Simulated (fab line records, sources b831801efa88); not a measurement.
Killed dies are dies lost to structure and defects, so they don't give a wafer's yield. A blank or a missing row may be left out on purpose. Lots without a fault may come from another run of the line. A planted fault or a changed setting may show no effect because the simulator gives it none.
fab line records | flow sky130
record lots=11 wafers=32 last_day=50
route steps=708 shown VIA4@642 METAL5@666 PASSIVATION@681 PAD_OPEN@708
lots that met no fault: from a run of the same line without faults
start_h: hours from the record's first day to the start of the lot's first wafer shown | wait_h: hours since the lot's step before | " the same as in the row above | L1.1+2: a row that stands for several wafers | - no value, or no start given | * or withheld: withheld | < > ~ a bound
route shown NAME@n: a module of which the file shows steps, and the number in the route of the first | usual: mean/standard deviation of fault-free wafers | same: alike in all rows | chamber/n: place in a boat | sites: the reading at each site | _std_site: their standard deviation | _edge_site: outer sites' mean less inner sites' | radius_mm: how far each site lies from the wafer's centre | mask NAME#n: copy n | behind: the tool/chamber that last shaped the wafer | hold: why the lot was held/for how many hours/how that ended | device: the transistor (n, p or np) that didn't switch | end of line: the same wafers' tests at the end of the route | a step without rows: its recipe alone | killed: dies lost to structure and defects at the first sort, not the wafer's yield | map: a wafer's dies, x killed, . not, _ none there
set.NAME: the setting as run; set.NAME@STEP: as run at that earlier step | model.NAME: the simulator's own value behind a step, which no gauge read
steps of the route over a sample of lots; a table a step, a row a wafer
services: from which hour (start_h, from the record's first day; less than 0 if before it) a tool's chamber was out of use, for how many hours, and why
## steps
# step SKY_VIA4_BOW_MEAS_03
# recipe mode=bow
# usual VIA4_BOW=80/8.7
# columns lot.wafer tool chamber start_h wait_h VIA4_BOW[um]
L318.1 film_metro-02 - 991.40 0.2 78
L318.2 " - " " 79
L318.5 " - " " 85
L319.2 film_metro-03 - 998.07 0.2 75
L319.3 " - " " 69
L319.4 " - " " 68
L320.2 film_metro-02 - 1009.17 0.2 81
L320.4 " - " " 89
L320.5 " - " " 77
L325.3 film_metro-01 - 1043.44 0.2 84
L325.4 " - " " 88
L326.2 film_metro-02 - 1048.54 0.1 82
L326.3 " - " " 74
L326.5 " - " " 74
L327.1 film_metro-01 - 1062.93 0.1 90
L327.5 " - " " 86
L327.6 " - " " 79
L333.2 film_metro-03 - 1094.92 0.1 75
L333.5 " - " " 82
L333.6 " - " " 81
L335.2 film_metro-01 - 1102.65 0.1 60
L335.4 " - " " 79
L335.6 " - " " 72
L337.1 film_metro-02 - 1115.29 0.2 82
L337.2 " - " " 83
L337.6 " - " " 77
L339.1 film_metro-01 - 1126.09 0.1 87
L339.3 " - " " 96
L339.5 " - " " 79
L340.1 film_metro-02 - 1132.21 0.2 86
L340.5 " - " " 72
L340.6 " - " " 74
# step SKY_METAL5_RS_MEAS_05
# recipe thk_meas_gauge=four-point-probe reads=TiN_of_METAL5_SPUTTER_04+Ti_of_METAL5_SPUTTER_03+AlCu_of_METAL5_SPUTTER_02+TiN_of_METAL5_SPUTTER_01+Ti_of_METAL5_SPUTTER_00
# usual METAL5_ALCU_RS=0.0271/0.00036
# columns lot.wafer tool chamber start_h wait_h METAL5_ALCU_RS[ohm/sq]
L318.1 film_metro-01 - 1016.10 0.0 0.0274
L318.2 " - " " 0.0273
L318.5 " - " " 0.0277
L319.2 film_metro-02 - 1023.01 0.0 0.0270
L319.3 " - " " 0.0271
L319.4 " - " " 0.0276
L320.2 film_metro-04 - 1033.64 0.0 0.0277
L320.4 " - " " 0.0272
L320.5 " - " " 0.0275
L325.3 film_metro-02 - 1067.00 0.1 0.0270
L325.4 " - " " 0.0269
L326.2 film_metro-02 - 1072.30 0.0 0.0273
L326.3 " - " " 0.0272
L326.5 " - " " 0.0273
L327.1 film_metro-02 - 1086.31 0.0 0.0267
L327.5 " - " " 0.0272
L327.6 " - " " 0.0270
L333.2 film_metro-04 - 1116.94 0.0 0.0270
L333.5 " - " " 0.0270
L333.6 " - " " 0.0273
L335.2 film_metro-02 - 1125.97 0.0 0.0267
L335.4 " - " " 0.0268
L335.6 " - " " 0.0259
L337.1 film_metro-02 - 1135.54 0.0 0.0264
L337.2 " - " " 0.0274
L337.6 " - " " 0.0264
L339.1 film_metro-01 - 1146.46 0.0 0.0269
L339.3 " - " " 0.0268
L339.5 " - " " 0.0267
L340.1 film_metro-04 - 1153.06 0.0 0.0275
L340.5 " - " " 0.0269
L340.6 " - " " 0.0270
# step SKY_METAL5_METAL_ETCH_15
# recipe target_depth_a=12600 stop_on=SiO2 over_etch_frac=0.2 time_s=252 chemistry=Cl2/BCl3 resist_sidewall_deg=86 pressure_mtorr=10 icp_w=900 bias_w=48.5 Cl2_flow_sccm=60 bcl3_flow_sccm=30
# usual drypump_motor_current_A=5.6/0.55 oes_product_au=0.894/0.0049 over_etch_frac=0.2/0 throttle_valve_pct=22.264/0.0083
# columns lot.wafer tool chamber start_h wait_h drypump_motor_current_A oes_product_au over_etch_frac rf_hours_counter_h throttle_valve_pct
L318.1 rie_metal-04 1 1038.54 0.0 5.2 0.895 0.2 3 22.281
L318.2 " 0 " " 5.0 0.898 0.2 16 22.266
L318.5 " 0 " " 5.1 0.891 0.2 - 22.271
L319.2 rie_metal-03 1 1044.98 0.0 6.1 0.890 0.2 16 22.264
L319.3 " 0 " " 5.6 0.895 0.2 - 22.263
L319.4 " 1 " " 6.1 0.895 0.2 - 22.269
L320.2 rie_metal-04 1 1055.98 0.0 5.1 0.892 0.2 4 22.260
L320.4 " 1 " " 5.1 0.887 0.2 - 22.262
L320.5 " 1 " " 5.1 0.885 0.2 - 22.264
L325.3 rie_metal-04 0 1087.92 0.1 5.1 0.846 0.32649 - 22.266
L325.4 " 1 " " 5.2 0.890 0.2 - 22.259
L326.2 rie_metal-04 1 1093.38 0.0 5.2 0.901 0.2 7 22.256
L326.3 " 1 " " 5.1 0.888 0.2 - 22.266
L326.5 " 0 " " 5.0 0.847 0.32649 - 22.264
L327.1 rie_metal-04 1 1106.33 0.0 5.1 0.896 0.2 8 22.262
L327.5 " 0 " " 5.1 0.837 0.32649 - 22.257
L327.6 " 1 " " 5.1 0.896 0.2 - 22.268
L333.2 rie_metal-03 1 1134.84 0.0 6.2 0.891 0.2 22 22.267
L333.5 " 0 " " 5.6 0.897 0.2 - 22.265
L333.6 " 1 " " 6.1 0.897 0.2 - 22.261
L335.2 rie_metal-02 1 1144.32 0.0 5.8 0.899 0.2 11 22.270
L335.4 " 1 " " 5.8 0.892 0.2 - 22.249
L335.6 " 1 " " 5.8 0.900 0.2 - 22.271
L337.1 rie_metal-03 1 1154.43 0.0 6.2 0.890 0.2 23 22.256
L337.2 " 0 " " 5.7 0.895 0.2 18 22.259
L337.6 " 0 " " 5.7 0.887 0.2 - 22.270
L339.1 rie_metal-03 1 1164.79 0.0 6.1 0.899 0.2 24 22.263
L339.3 " 1 " " 6.1 0.894 0.2 - 22.268
L339.5 " 1 " " 6.2 0.887 0.2 - 22.265
L340.1 rie_metal-04 1 1170.92 0.0 5.1 0.892 0.2 14 22.262
L340.5 " 0 " " 5.1 0.894 0.2 - 22.262
L340.6 " 1 " " 5.1 0.905 0.2 - 22.274
# step SKY_METAL5_STRIP_16
# recipe chemistry=O2/N2 power_w=1400 pressure_mtorr=1500 platen_temp_c=withheld o2_flow_sccm=3000 n2_flow_sccm=300 overash_fraction=0.5
# usual drypump_motor_current_A=5.7/0.42 oes_product_au=0.710/0.0046 strip_time_to_endpoint_s=13.14/0.22
# columns lot.wafer tool chamber start_h wait_h drypump_motor_current_A oes_product_au rf_hours_counter_h strip_time_to_endpoint_s
L318.1 plasma_asher-01 0 1038.77 0.2 6.3 0.713 30 13.17
L318.2 " 1 " " 5.4 0.715 30 13.37
L318.5 " 1 " " 5.4 0.712 - 13.45
L319.2 plasma_asher-03 1 1045.22 0.2 6.0 0.719 130 13.09
L319.3 " 1 " " 6.0 0.709 - 13.25
L319.4 " 0 " " 5.0 0.710 - 13.18
L320.2 plasma_asher-02 1 1056.22 0.2 5.8 0.716 53 13.17
L320.4 " 1 " " 5.8 0.710 - 13.19
L320.5 " 1 " " 5.8 0.716 - 13.16
L325.3 plasma_asher-01 0 1088.11 0.1 6.4 0.713 - 12.60
L325.4 " 1 " " 5.4 0.721 - 13.22
L326.2 plasma_asher-02 1 1093.62 0.2 5.8 0.710 57 13.20
L326.3 " 1 " " 5.8 0.709 - 13.24
L326.5 " 0 " " 5.6 0.713 - 12.46
L327.1 plasma_asher-03 0 1106.57 0.2 5.0 0.714 4 13.23
L327.5 " 1 " " 6.0 0.713 - 12.49
L327.6 " 0 " " 5.1 0.710 - 13.19
L333.2 plasma_asher-01 1 1135.07 0.2 5.4 0.714 40 13.04
L333.5 " 1 " " 5.4 0.705 - 13.20
L333.6 " 0 " " 6.4 0.710 - 13.00
L335.2 plasma_asher-01 0 1144.55 0.2 6.4 0.703 41 13.03
L335.4 " 1 " " 5.4 0.711 - 13.05
L335.6 " 0 " " 6.3 0.712 - 13.00
L337.1 plasma_asher-03 1 1154.67 0.2 6.0 0.715 9 13.10
L337.2 " 0 " " 5.1 0.712 9 13.33
L337.6 " 0 " " 5.1 0.710 - 13.27
L339.1 plasma_asher-02 0 1165.02 0.2 5.6 0.709 64 13.06
L339.3 " 1 " " 5.8 0.705 - 13.05
L339.5 " 0 " " 5.6 0.713 - 12.99
L340.1 plasma_asher-01 1 1171.15 0.2 5.4 0.708 44 13.23
L340.5 " 1 " " 5.4 0.711 - 13.49
L340.6 " 0 " " 6.3 0.709 - 13.17
# step SKY_PASSIVATION_CVD_00
# recipe material=SiO2 target_thk_nm=90 temp_c=400 time_s=withheld rf_w=600
# usual heater_power_w=702/90
# columns lot.wafer tool chamber start_h wait_h heater_power_w
L318.1 pecvd-03 1 1039.38 0.0 709
L318.2 " 0 " " 736
L318.5 " 0 " " 729
L319.2 pecvd-02 2 1045.81 0.0 728
L319.3 " 1 " " 686
L319.4 " 0 " " 634
L320.2 pecvd-02 0 1056.85 0.0 620
L320.4 " 2 " " 838
L320.5 " 0 " " 622
L325.3 pecvd-02 1 1088.67 0.0 720
L325.4 " 1 " " 709
L326.2 pecvd-03 2 1094.21 0.0 670
L326.3 " 0 " " 820
L326.5 " 0 " " 834
L327.1 pecvd-03 1 1107.16 0.0 746
L327.5 " 1 " " 758
L327.6 " 0 " " 811
L333.2 pecvd-01 2 1135.67 0.0 769
L333.5 " 2 " " 773
L333.6 " 0 " " 626
L335.2 pecvd-02 1 1145.15 0.0 739
L335.4 " 0 " " 643
L335.6 " 2 " " 830
L337.1 pecvd-02 2 1155.26 0.0 769
L337.2 " 1 " " 706
L337.6 " 0 " " 499
L339.1 pecvd-01 1 1165.62 0.0 707
L339.3 " 2 " " 762
L339.5 " 0 " " 594
L340.1 pecvd-03 0 1171.92 0.0 815
L340.5 " 1 " " 727
L340.6 " 2 " " 583
# step SKY_PAD_OPEN_PROBE_99
# usual defect_limited_yield=82.4/1.9 killed_at_M0_to_M3=43/7.5 killed_at_M4_up=3.2/1.9 killed_at_contacts=24/4.9 killed_at_front_end=15/4.3 killed_at_other=0.4/0.72 killed_dies=86/9.1 killed_open=47/6.5 killed_short=39/6.5 sort_bin_3_pad_short=0.9/0.43 sort_bin_5_function=10.4/1.3 sort_bin_6_memory=6.3/1.2 sort_n_pass=406/9.1 sort_yield_pct=82.4/1.9
# same gross_dies=492 killed_at_back_side=0 sort_bin_4_leakage[%]=0 sort_bin_8_speed[%]=0
# columns lot.wafer tool chamber start_h wait_h defect_limited_yield[%] killed_at_M0_to_M3 killed_at_M4_up killed_at_contacts killed_at_front_end killed_at_other killed_dies killed_open killed_short sort_bin_3_pad_short[%] sort_bin_5_function[%] sort_bin_6_memory[%] sort_n_pass sort_yield_pct[%]
L318.1 prober-02 - 1086.08 0.1 83.1 30 5 28 19 1 83 47 36 1.0 9.6 6.3 409 83.1
L318.2 prober-02 - 1086.13 0.1 81.5 38 6 30 17 0 91 50 41 1.6 11.2 5.7 401 81.5
L318.5 prober-02 - 1086.28 0.2 81.1 45 1 34 13 0 93 60 33 1.4 11.2 6.3 399 81.1
L319.2 prober-01 - 1092.26 0.1 81.3 43 5 33 11 0 92 49 43 0.8 11.2 6.7 400 81.3
L319.3 prober-01 - 1092.31 0.2 81.3 55 5 22 10 0 92 47 44 0.6 11.0 7.1 400 81.3
L319.4 prober-01 - 1092.36 0.2 80.1 44 2 31 21 0 98 49 47 0.6 13.2 6.1 394 80.1
L320.2 prober-02 - 1101.00 0.1 85.2 31 4 21 16 1 73 38 34 0.6 9.8 4.5 419 85.2
L320.4 prober-02 - 1101.10 0.2 82.7 41 3 25 16 0 85 39 46 1.2 11.4 4.7 407 82.7
L320.5 prober-02 - 1101.15 0.2 85.4 35 0 19 18 0 72 37 33 0.6 8.3 5.7 420 85.4
L325.3 prober-01 - 1132.51 0.2 80.1 45 2 27 24 0 98 46 51 1.4 12.8 5.7 394 80.1
L325.4 prober-01 - 1132.56 0.2 78.7 52 5 21 26 1 105 49 54 1.8 12.0 7.5 387 78.7
L326.2 prober-02 - 1136.43 0.1 85.4 28 2 24 18 0 72 32 40 0.2 9.8 4.7 420 85.4
L326.3 prober-02 - 1136.48 0.2 82.7 36 3 36 10 0 85 45 40 1.2 9.1 6.9 407 82.7
L326.5 prober-02 - 1136.58 0.2 84.6 37 2 25 12 0 76 40 36 1.4 10.4 3.7 416 84.6
L327.1 prober-01 - 1148.78 0.1 82.9 39 3 24 18 0 84 46 37 1.2 8.9 6.9 408 82.9
L327.5 prober-01 - 1148.98 0.2 81.7 49 1 25 15 0 90 54 36 1.6 9.8 6.9 402 81.7
L327.6 prober-01 - 1149.03 0.2 80.1 55 1 27 14 1 98 61 36 0.2 12.2 7.5 394 80.1
L333.2 prober-02 - 1174.72 0.1 82.9 45 3 19 17 0 84 55 29 0.2 11.0 5.9 408 82.9
L333.5 prober-02 - 1174.87 0.2 85.0 37 4 16 17 0 74 39 34 1.0 8.5 5.5 418 85.0
L333.6 prober-02 - 1174.92 0.2 84.1 46 1 18 13 0 78 40 38 0.4 10.6 4.9 414 84.1
L335.2 prober-01 - 1184.20 0.1 87.4 30 2 22 8 0 62 33 29 0.8 8.9 2.8 430 87.4
L335.4 prober-01 - 1184.30 0.2 84.8 33 1 29 12 0 75 37 37 0.6 9.3 5.3 417 84.8
L335.6 prober-01 - 1184.40 0.2 82.7 38 2 27 18 0 85 45 40 1.0 11.2 5.1 407 82.7
L337.1 prober-02 - 1192.61 0.1 80.7 49 5 21 19 1 95 52 43 0.4 10.2 8.7 397 80.7
L337.2 prober-02 - 1192.66 0.1 82.1 36 3 29 20 0 88 47 41 1.0 9.6 7.3 404 82.1
L337.6 prober-02 - 1192.86 0.2 82.3 45 5 25 12 0 87 44 43 1.6 9.1 6.9 405 82.3
L339.1 prober-01 - 1200.80 0.1 80.7 49 5 26 15 0 95 56 38 0.2 10.8 8.3 397 80.7
L339.3 prober-01 - 1200.90 0.2 80.9 56 2 27 9 0 94 57 37 0.8 11.8 6.5 398 80.9
L339.5 prober-01 - 1201.00 0.2 82.3 48 7 20 12 0 87 40 47 1.0 8.9 7.7 405 82.3
L340.1 prober-02 - 1206.39 0.1 81.1 44 3 33 12 1 93 57 34 0 12.2 6.7 399 81.1
L340.5 prober-02 - 1206.59 0.2 85.2 32 4 20 14 3 73 35 36 0.8 8.7 5.3 419 85.2
L340.6 prober-02 - 1206.64 0.2 85.0 33 5 20 16 0 74 35 39 1.0 7.1 6.9 418 85.0
# killed by level:class
L318.1 CONTACT:geometric_particle:open=14 VIA1:geometric_particle:open=7 VIA3:geometric_particle:open=6 CONTACT:geometric_particle:short=6 FIELD_ISO:geometric_particle:short=5 POLY_GATE:geometric_particle:short=5 LI_CONTACT:geometric_particle:open=5 POLY_GATE:geometric_particle:open=4
L318.2 CONTACT:geometric_particle:open=10 VIA1:geometric_particle:open=10 LI_CONTACT:geometric_particle:open=6 VIA3:geometric_particle:open=6 POLY_GATE:geometric_particle:open=5 LI_CONTACT:geometric_particle:short=5 LOCAL_INTERCONNECT:geometric_particle:short=5 METAL4:geometric_particle:short=5
L318.5 CONTACT:geometric_particle:open=16 VIA3:geometric_particle:open=9 VIA1:geometric_particle:open=9 LI_CONTACT:geometric_particle:open=8 LOCAL_INTERCONNECT:geometric_particle:short=6 VIA2:geometric_particle:open=5 METAL1:geometric_particle:short=5 FIELD_ISO:geometric_particle:open=4
L319.2 CONTACT:geometric_particle:open=13 VIA1:geometric_particle:open=10 LI_CONTACT:geometric_particle:open=9 VIA1:geometric_particle:short=6 VIA2:geometric_particle:open=6 VIA3:geometric_particle:open=5 LOCAL_INTERCONNECT:geometric_particle:short=5 METAL2:geometric_particle:short=4
L319.3 VIA2:geometric_particle:open=10 LI_CONTACT:geometric_particle:open=8 METAL1:geometric_particle:short=7 VIA1:geometric_particle:open=7 METAL2:geometric_particle:short=7 CONTACT:geometric_particle:open=4 POLY_GATE:geometric_particle:short=4 CONTACT:geometric_particle:short=4
L319.4 CONTACT:geometric_particle:open=13 VIA1:geometric_particle:open=10 LI_CONTACT:geometric_particle:open=7 VIA1:geometric_particle:short=6 VIA2:geometric_particle:open=6 FIELD_ISO:geometric_particle:short=5 METAL2:geometric_particle:short=5 FIELD_ISO:geometric_particle:open=5
L320.2 LI_CONTACT:geometric_particle:open=7 VIA1:geometric_particle:short=7 CONTACT:geometric_particle:open=6 VIA1:geometric_particle:open=6 METAL2:geometric_particle:short=5 VIA2:geometric_particle:open=5 FIELD_ISO:geometric_particle:open=4 FIELD_ISO:geometric_particle:short=4
L320.4 CONTACT:geometric_particle:open=12 VIA3:geometric_particle:open=9 FIELD_ISO:geometric_particle:short=6 CONTACT:geometric_particle:short=6 METAL1:geometric_particle:short=6 VIA1:geometric_particle:short=6 VIA1:geometric_particle:open=5 VIA3:geometric_particle:short=5
L320.5 CONTACT:geometric_particle:open=11 VIA1:geometric_particle:open=9 METAL1:geometric_particle:short=7 VIA2:geometric_particle:open=5 FIELD_ISO:geometric_particle:open=4 FIELD_ISO:geometric_particle:short=4 POLY_GATE:geometric_particle:short=4 VIA1:geometric_particle:short=3
L325.3 VIA1:geometric_particle:open=13 FIELD_ISO:geometric_particle:short=12 LI_CONTACT:geometric_particle:open=7 METAL2:geometric_particle:short=6 LOCAL_INTERCONNECT:geometric_particle:short=6 METAL3:geometric_particle:short=6 VIA3:geometric_particle:open=6 CONTACT:geometric_particle:short=5
L325.4 VIA1:geometric_particle:open=13 METAL2:geometric_particle:short=12 METAL1:geometric_particle:short=9 FIELD_ISO:geometric_particle:open=8 LI_CONTACT:geometric_particle:open=7 CONTACT:geometric_particle:open=5 VIA2:geometric_particle:open=5 VIA3:geometric_particle:open=5
L326.2 METAL2:geometric_particle:short=7 LI_CONTACT:geometric_particle:open=7 VIA1:geometric_particle:open=7 FIELD_ISO:geometric_particle:open=6 CONTACT:geometric_particle:open=6 FIELD_ISO:geometric_particle:short=5 CONTACT:geometric_particle:short=5 POLY_GATE:geometric_particle:short=4
L326.3 CONTACT:geometric_particle:open=15 VIA1:geometric_particle:open=8 VIA1:geometric_particle:short=7 LI_CONTACT:geometric_particle:open=6 LOCAL_INTERCONNECT:geometric_particle:short=6 LI_CONTACT:geometric_particle:short=4 CONTACT:geometric_particle:short=4 METAL1:geometric_particle:short=4
L326.5 CONTACT:geometric_particle:open=15 VIA1:geometric_particle:open=9 METAL1:geometric_particle:short=7 METAL2:geometric_particle:short=7 LI_CONTACT:geometric_particle:open=4 VIA2:geometric_particle:open=4 VIA1:geometric_particle:short=4 FIELD_ISO:geometric_particle:open=3
L327.1 LI_CONTACT:geometric_particle:open=9 CONTACT:geometric_particle:open=9 VIA3:geometric_particle:open=7 VIA1:geometric_particle:open=7 FIELD_ISO:geometric_particle:short=6 METAL2:geometric_particle:short=6 VIA2:geometric_particle:open=4 POLY_GATE:geometric_particle:short=3
L327.5 VIA3:geometric_particle:open=9 VIA1:geometric_particle:open=9 CONTACT:geometric_particle:open=9 VIA2:geometric_particle:open=7 LI_CONTACT:geometric_particle:open=6 METAL1:geometric_particle:short=6 CONTACT:geometric_particle:short=5 POLY_GATE:geometric_particle:open=4
L327.6 VIA1:geometric_particle:open=16 CONTACT:geometric_particle:open=12 VIA2:geometric_particle:open=10 VIA3:geometric_particle:open=7 LI_CONTACT:geometric_particle:open=6 CONTACT:geometric_particle:short=6 METAL1:geometric_particle:short=5 POLY_GATE:geometric_particle:short=4
L333.2 VIA1:geometric_particle:open=16 LI_CONTACT:geometric_particle:open=8 VIA3:geometric_particle:open=7 CONTACT:geometric_particle:open=6 POLY_GATE:geometric_particle:short=4 METAL1:geometric_particle:short=4 FIELD_ISO:geometric_particle:short=3 FIELD_ISO:geometric_particle:open=3
L333.5 VIA1:geometric_particle:open=8 LI_CONTACT:geometric_particle:open=7 METAL1:geometric_particle:short=5 VIA2:geometric_particle:open=5 VIA3:geometric_particle:open=5 FIELD_ISO:geometric_particle:open=4 FIELD_ISO:geometric_particle:short=4 METAL2:geometric_particle:short=4
L333.6 VIA1:geometric_particle:open=13 CONTACT:geometric_particle:open=7 VIA3:geometric_particle:open=7 FIELD_ISO:geometric_particle:short=6 VIA1:geometric_particle:short=6 LI_CONTACT:geometric_particle:open=5 CONTACT:geometric_particle:short=5 METAL2:geometric_particle:short=5
L335.2 VIA1:geometric_particle:open=9 CONTACT:geometric_particle:open=8 LI_CONTACT:geometric_particle:open=7 METAL1:geometric_particle:short=4 METAL2:geometric_particle:short=4 POLY_GATE:geometric_particle:short=3 LOCAL_INTERCONNECT:geometric_particle:short=3 VIA2:geometric_particle:open=3
L335.4 LI_CONTACT:geometric_particle:open=8 VIA1:geometric_particle:open=6 LOCAL_INTERCONNECT:geometric_particle:short=6 CONTACT:geometric_particle:open=6 VIA3:geometric_particle:short=6 LI_CONTACT:geometric_particle:short=5 VIA2:geometric_particle:open=5 POLY_GATE:geometric_particle:open=4
L335.6 LI_CONTACT:geometric_particle:open=8 VIA3:geometric_particle:open=8 CONTACT:geometric_particle:open=7 VIA1:geometric_particle:open=7 FIELD_ISO:geometric_particle:short=5 METAL2:geometric_particle:short=5 LOCAL_INTERCONNECT:geometric_particle:short=5 METAL3:geometric_particle:short=5
L337.1 METAL1:geometric_particle:short=10 CONTACT:geometric_particle:open=9 VIA2:geometric_particle:open=9 VIA1:geometric_particle:open=8 VIA3:geometric_particle:open=8 FIELD_ISO:geometric_particle:short=6 FIELD_ISO:geometric_particle:open=5 METAL2:geometric_particle:short=4
L337.2 CONTACT:geometric_particle:open=11 VIA1:geometric_particle:open=7 FIELD_ISO:geometric_particle:short=6 METAL1:geometric_particle:short=6 FIELD_ISO:geometric_particle:open=5 LI_CONTACT:geometric_particle:short=5 LI_CONTACT:geometric_particle:open=5 LOCAL_INTERCONNECT:geometric_particle:short=5
L337.6 CONTACT:geometric_particle:open=8 VIA3:geometric_particle:open=8 CONTACT:geometric_particle:short=7 VIA2:geometric_particle:open=7 VIA3:geometric_particle:short=7 METAL2:geometric_particle:short=6 LI_CONTACT:geometric_particle:open=6 FIELD_ISO:geometric_particle:open=4
L339.1 CONTACT:geometric_particle:open=14 VIA3:geometric_particle:open=13 VIA1:geometric_particle:open=10 LI_CONTACT:geometric_particle:open=5 VIA2:geometric_particle:open=5 LOCAL_INTERCONNECT:geometric_particle:short=5 METAL4:geometric_particle:short=4 METAL3:geometric_particle:short=4
L339.3 VIA1:geometric_particle:open=15 CONTACT:geometric_particle:open=14 VIA3:geometric_particle:open=10 METAL2:geometric_particle:short=6 VIA2:geometric_particle:open=6 CONTACT:geometric_particle:short=5 LOCAL_INTERCONNECT:geometric_particle:short=4 METAL1:geometric_particle:short=4
L339.5 LI_CONTACT:geometric_particle:open=8 VIA2:geometric_particle:open=8 VIA3:geometric_particle:open=8 POLY_GATE:geometric_particle:short=7 METAL1:geometric_particle:short=7 VIA1:geometric_particle:open=7 METAL2:geometric_particle:short=7 CONTACT:geometric_particle:short=6
L340.1 CONTACT:geometric_particle:open=17 VIA1:geometric_particle:open=12 LI_CONTACT:geometric_particle:open=6 POLY_GATE:geometric_particle:open=5 LOCAL_INTERCONNECT:geometric_particle:short=5 VIA1:geometric_particle:short=5 VIA3:geometric_particle:open=5 VIA2:geometric_particle:open=5
L340.5 CONTACT:geometric_particle:open=10 VIA1:geometric_particle:open=7 POLY_GATE:geometric_particle:short=6 VIA3:geometric_particle:open=6 METAL2:geometric_particle:short=5 CONTACT:geometric_particle:short=4 METAL1:geometric_particle:short=4 POLY_GATE:geometric_particle:open=3
L340.6 CONTACT:geometric_particle:open=10 FIELD_ISO:geometric_particle:open=8 METAL1:geometric_particle:short=7 CONTACT:geometric_particle:short=6 VIA3:geometric_particle:open=5 METAL4:geometric_particle:short=5 VIA1:geometric_particle:open=4 VIA2:geometric_particle:short=4
## services
# columns tool chamber start_h hours kind
pecvd-02 1 1014.65 - clean
pecvd-02 1 1014.65 - consumable_replace:showerhead
pecvd-02 1 1014.65 29.0 scheduled_down
pecvd-02 1 1014.65 29.0 vent_cycle
plasma_asher-01 - 1017.71 6.1 repair
pecvd-03 0 1018.98 5.5 scheduled_down
pecvd-01 2 1021.49 2.1 scheduled_down
pecvd-01 0 1036.01 7.7 repair
rie_metal-02 0 1046.68 10.3 repair
pecvd-01 1 1048.67 5.5 scheduled_down
plasma_asher-03 - 1055.34 9.0 pm
plasma_asher-03 0 1055.34 9.0 vent_cycle
plasma_asher-03 1 1055.34 9.0 vent_cycle
plasma_asher-03 0 1064.34 - clean
plasma_asher-03 1 1064.34 - clean
pecvd-03 - 1088.19 0.6 repair
pecvd-01 0 1090.71 2.1 scheduled_down
pecvd-01 2 1097.22 5.0 scheduled_down
pecvd-03 2 1103.30 5.5 scheduled_down
pecvd-02 0 1112.97 16.5 scheduled_down
plasma_asher-01 - 1119.01 2.8 pm
pecvd-02 1 1147.62 5.5 scheduled_down
pecvd-02 0 1148.11 2.0 repair
rie_metal-02 - 1155.67 0.2 repair
## key
first_sign step=SKY_METAL5_METAL_ETCH_15 reading=over_etch_frac direction=up sigmas=99+ usual=0.2 struck=0.32649
effect step=SKY_METAL5_METAL_ETCH_15 reading=oes_product_au direction=down sigmas=10 usual=0.894 struck=0.843
effect step=SKY_METAL5_STRIP_16 reading=strip_time_to_endpoint_s direction=down sigmas=2.8 usual=* struck=*
met_at SKY_METAL5_METAL_ETCH_15
struck_lots L325,L326,L327
struck_wafers L325.3,L326.5,L327.5
not_acting_at SKY_VIA4_BOW_MEAS_03,SKY_METAL5_RS_MEAS_05,SKY_PASSIVATION_CVD_00
onset_between 1038.54 1087.92
fault kind=process_parameter_drift tool=rie_metal-04 chamber=0 onset_h=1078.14 steps=SKY_METAL5_METAL_ETCH_15 channel=over_etch_frac offset=0.12649 shape=step end_h=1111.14 acts_in=these_recipes_only stated=0.2
